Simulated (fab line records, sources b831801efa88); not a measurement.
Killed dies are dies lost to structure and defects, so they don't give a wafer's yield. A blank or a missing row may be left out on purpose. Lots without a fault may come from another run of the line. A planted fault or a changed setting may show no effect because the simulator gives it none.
Which tool did it? | flow sky130 | 12 lots, 36 wafers sampled, at 4 steps of a route of 708

WHAT THE GAUGES READ, wafer by wafer
The record holds no reading of a measuring or inspecting step that can be judged against a usual standard deviation.

WHICH TOOL RAN EACH LOT (tool, then ch and the chambers of the sampled wafers, then the start)
lot  | SKY_FIELD_ISO_ETCH_15             | SKY_NWELL_IMPLANT_12            | SKY_NWELL_STRIP_14                   | SKY_VT_ADJUST_HVTP_STRIP_10
L908 | rie_diel-03 ch 0,1,2, day 2 08:56 | implanter-04 ch 0, day 4 15:06  | plasma_asher-01 ch 0,1, day 4 15:23  | plasma_asher-01 ch 0,1, day 6 03:58
L909 | rie_diel-01 ch 0,3, day 2 16:35   | implanter-04 ch 0, day 5 00:34  | plasma_asher-01 ch 0, day 5 00:50    | plasma_asher-04 ch 0, day 6 14:00
L910 | rie_diel-03 ch 1,3, day 2 19:10   | implanter-02 ch 0, day 5 02:36  | plasma_asher-04 ch 0,1, day 5 02:54  | plasma_asher-01 ch 0, day 6 16:22
L913 | rie_diel-01 ch 0,1,2, day 3 06:16 | implanter-04 ch 0, day 5 16:26  | plasma_asher-04 ch 0,1, day 5 16:44  | plasma_asher-01 ch 0,1, day 7 06:56
L914 | rie_diel-03 ch 0,1,2, day 3 11:11 | implanter-02 ch 0, day 5 21:03  | plasma_asher-01 ch 0,1, day 5 21:21  | plasma_asher-01 ch 0,1, day 7 11:50
L915 | rie_diel-04 ch 0,1,3, day 3 15:50 | implanter-04 ch 0, day 6 02:35  | plasma_asher-04 ch 0,1, day 6 02:53  | plasma_asher-04 ch 0,1, day 7 18:34
L916 | rie_diel-04 ch 0,2,3, day 3 21:01 | implanter-02 ch 0, day 6 07:48  | plasma_asher-03 ch 0,1, day 6 08:06  | plasma_asher-01 ch 0,1, day 7 23:19
L923 | rie_diel-01 ch 1,2,3, day 5 12:05 | implanter-04 ch 0, day 8 04:01  | plasma_asher-01 ch 0,1, day 8 04:17  | plasma_asher-02 ch 0,1, day 10 00:16
L925 | rie_diel-01 ch 0,2,3, day 5 22:14 | implanter-02 ch 0, day 8 16:49  | plasma_asher-03 ch 0,1, day 8 17:04  | plasma_asher-01 ch 0,1, day 10 14:58
L928 | rie_diel-03 ch 0,1,2, day 6 13:44 | implanter-02 ch 0, day 9 09:21  | plasma_asher-04 ch 0,1, day 9 09:38  | plasma_asher-02 ch 0, day 11 08:13
L930 | rie_diel-04 ch 0,2,3, day 7 01:01 | implanter-02 ch 0, day 9 23:19  | plasma_asher-04 ch 0,1, day 9 23:35  | plasma_asher-01 ch 0,1, day 11 22:59
L931 | rie_diel-01 ch 0,1,2, day 7 07:07 | implanter-02 ch 0, day 10 07:02 | plasma_asher-01 ch 0,1, day 10 07:20 | plasma_asher-02 ch 0,1, day 12 06:55
- SKY_FIELD_ISO_ETCH_15: etches the open film in CHF3/O2, stops on Si, target depth 180 nm, time 72 s.
- SKY_NWELL_IMPLANT_12
- SKY_NWELL_STRIP_14: strips in O2/N2.
- SKY_VT_ADJUST_HVTP_STRIP_10: strips in O2/N2.

WHAT THE TOOLS THEMSELVES READ (means of the sampled wafers that have a number; where no wafer has one, the mark that the record gives instead)
SKY_FIELD_ISO_ETCH_15. Usual: bias_w 200.0 W, standard deviation 0.55; drypump_motor_current_A 5.8 A, standard deviation 0.45; oes_product_au 0.946 a.u., standard deviation 0.0073; throttle_valve_pct 8.843 %, standard deviation 0.0089.
lot  | tool        | bias_w (W) | drypump_motor_current_A (A) | oes_product_au (a.u.) | throttle_valve_pct (%) | flag
L908 | rie_diel-03 | 200.4      | 5.9                         | 0.951                 | 8.853                  |
L909 | rie_diel-01 | 199.9      | 5.9                         | 0.936                 | 8.839                  |
L910 | rie_diel-03 | 199.6      | 5.5                         | 0.935                 | 8.851                  |
L913 | rie_diel-01 | 200.2      | 5.7                         | 0.949                 | 8.834                  |
L914 | rie_diel-03 | 199.9      | 5.9                         | 0.946                 | 8.839                  |
L915 | rie_diel-04 | 199.8      | 5.8                         | 0.945                 | 8.843                  |
L916 | rie_diel-04 | 199.0      | 5.8                         | 0.944                 | 8.836                  |
L923 | rie_diel-01 | 200.4      | 5.8                         | 0.951                 | 8.839                  |
L925 | rie_diel-01 | 199.9      | 5.9                         | 0.954                 | 8.839                  |
L928 | rie_diel-03 | 200.0      | 5.9                         | 0.939                 | 8.844                  |
L930 | rie_diel-04 | 200.1      | 5.8                         | 0.934                 | 8.835                  |
L931 | rie_diel-01 | 199.8      | 5.7                         | 0.959                 | 8.849                  |

SKY_NWELL_IMPLANT_12. Usual: beam_energy_keV 120.00, standard deviation 0.041.
lot  | tool         | beam_energy_keV | flag
L908 | implanter-04 | 120.04          |
L909 | implanter-04 | 119.96          |
L910 | implanter-02 | 120.00          |
L913 | implanter-04 | 120.04          |
L914 | implanter-02 | 130.55          | OFF
L915 | implanter-04 | 120.02          |
L916 | implanter-02 | 130.52          | OFF
L923 | implanter-04 | 119.98          |
L925 | implanter-02 | 119.99          |
L928 | implanter-02 | 120.01          |
L930 | implanter-02 | 119.98          |
L931 | implanter-02 | 120.05          |

SKY_NWELL_STRIP_14. Usual: drypump_motor_current_A 5.42 A, standard deviation 0.28; oes_product_au 0.722 a.u., standard deviation 0.0048; strip_time_to_endpoint_s 36.94 s, standard deviation 0.11.
lot  | tool            | drypump_motor_current_A (A) | oes_product_au (a.u.) | strip_time_to_endpoint_s (s) | flag
L908 | plasma_asher-01 | 5.11                        | 0.724                 | 36.90                        |
L909 | plasma_asher-01 | 5.07                        | 0.725                 | 37.00                        |
L910 | plasma_asher-04 | 5.67                        | 0.724                 | 36.99                        |
L913 | plasma_asher-04 | 5.68                        | 0.722                 | 36.75                        |
L914 | plasma_asher-01 | 5.13                        | 0.720                 | 37.06                        |
L915 | plasma_asher-04 | 5.67                        | 0.723                 | 37.14                        |
L916 | plasma_asher-03 | 5.66                        | 0.725                 | 36.88                        |
L923 | plasma_asher-01 | 5.10                        | 0.722                 | 36.94                        |
L925 | plasma_asher-03 | 5.68                        | 0.723                 | 36.96                        |
L928 | plasma_asher-04 | 5.62                        | 0.722                 | 36.89                        |
L930 | plasma_asher-04 | 5.65                        | 0.721                 | 36.94                        |
L931 | plasma_asher-01 | 5.12                        | 0.727                 | 36.97                        |

SKY_VT_ADJUST_HVTP_STRIP_10. Usual: drypump_motor_current_A 5.5 A, standard deviation 0.38; oes_product_au 0.716 a.u., standard deviation 0.0047; strip_time_to_endpoint_s 14.18 s, standard deviation 0.039.
lot  | tool            | drypump_motor_current_A (A) | oes_product_au (a.u.) | strip_time_to_endpoint_s (s) | flag
L908 | plasma_asher-01 | 5.1                         | 0.721                 | 14.19                        |
L909 | plasma_asher-04 | 5.7                         | 0.719                 | 14.22                        |
L910 | plasma_asher-01 | 5.1                         | 0.717                 | 14.21                        |
L913 | plasma_asher-01 | 5.1                         | 0.711                 | 14.21                        |
L914 | plasma_asher-01 | 5.1                         | 0.716                 | 14.18                        |
L915 | plasma_asher-04 | 5.6                         | 0.717                 | 14.18                        |
L916 | plasma_asher-01 | 5.1                         | 0.716                 | 14.22                        |
L923 | plasma_asher-02 | 5.9                         | 0.718                 | 14.13                        |
L925 | plasma_asher-01 | 5.1                         | 0.715                 | 14.15                        |
L928 | plasma_asher-02 | 5.7                         | 0.714                 | 14.16                        |
L930 | plasma_asher-01 | 5.1                         | 0.710                 | 14.20                        |
L931 | plasma_asher-02 | 5.8                         | 0.719                 | 14.19                        |

THE ANSWER, worked out from the rows above alone
Rule: a lot is off if the mean of its wafers that have a number lies more than 3 standard deviations from the usual mean. A lot without any number at a reading at which 4 lots or more have one is off too. The other lots that the step has rows for count as sound. The gauges are gone through in route order, then the tools' own readings, and for those a lot's mean is taken as printed above. The first step at which some lot is off is used, and at that step the reading that is off furthest; a lot without a number counts as furthest.
Off: L914, L916, at SKY_NWELL_IMPLANT_12 (beam_energy_keV).
A tool fits if, at that step or a process step before it, it ran every lot that is off, and no sound lot after the first of them. None of those tried fits.

WHAT THE SIMULATOR HAD PUT IN
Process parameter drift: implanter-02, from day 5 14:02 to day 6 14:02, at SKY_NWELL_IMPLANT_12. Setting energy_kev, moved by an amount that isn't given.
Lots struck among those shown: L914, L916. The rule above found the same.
